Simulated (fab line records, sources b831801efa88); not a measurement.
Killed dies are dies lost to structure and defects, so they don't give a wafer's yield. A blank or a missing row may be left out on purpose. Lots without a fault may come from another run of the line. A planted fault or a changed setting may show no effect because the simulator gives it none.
Which tool did it? | flow gf180mcu | 7 lots, 21 wafers sampled, at 1 step of a route of 602

WHAT THE GAUGES READ, wafer by wafer
GF_VT_IMPLANT_TW_MEAS_10.
lot  | measured     | on            | VT_IMPLANT_TW
L239 | day 5 22:09  | film_metro-01 | 566 566 565
L241 | day 6 11:08  | film_metro-04 | 571 567 567
L243 | day 7 01:14  | film_metro-01 | 569 570 569
L246 | day 7 19:08  | film_metro-04 | 572 571 568
L250 | day 8 20:41  | film_metro-01 | 572 569 573
L259 | day 11 05:17 | film_metro-01 | 567 565 565
L261 | day 11 15:54 | film_metro-04 | 574 572 571

WHICH TOOL RAN EACH LOT (tool, then ch and the chambers of the sampled wafers, then the start)
The record holds no process step before these readings.

THE ANSWER, worked out from the rows above alone
Rule: what is usual is taken from the lots themselves. Put in order of their means at a reading, lots are off if they are a third of the lots or fewer, leave a main group of 4 or more, and stand apart from it by a gap of 3 or more times the standard deviation of the main group's means; of several such gaps the widest counts. A main group whose means are all the same, to the digits that the tables above print for the reading, isn't used. A lot without any number at a reading at which 4 lots or more have one is off too. The other lots that the step has rows for count as sound.
No lot is off at any reading shown: from this, nothing can be told.

WHAT THE SIMULATOR HAD PUT IN
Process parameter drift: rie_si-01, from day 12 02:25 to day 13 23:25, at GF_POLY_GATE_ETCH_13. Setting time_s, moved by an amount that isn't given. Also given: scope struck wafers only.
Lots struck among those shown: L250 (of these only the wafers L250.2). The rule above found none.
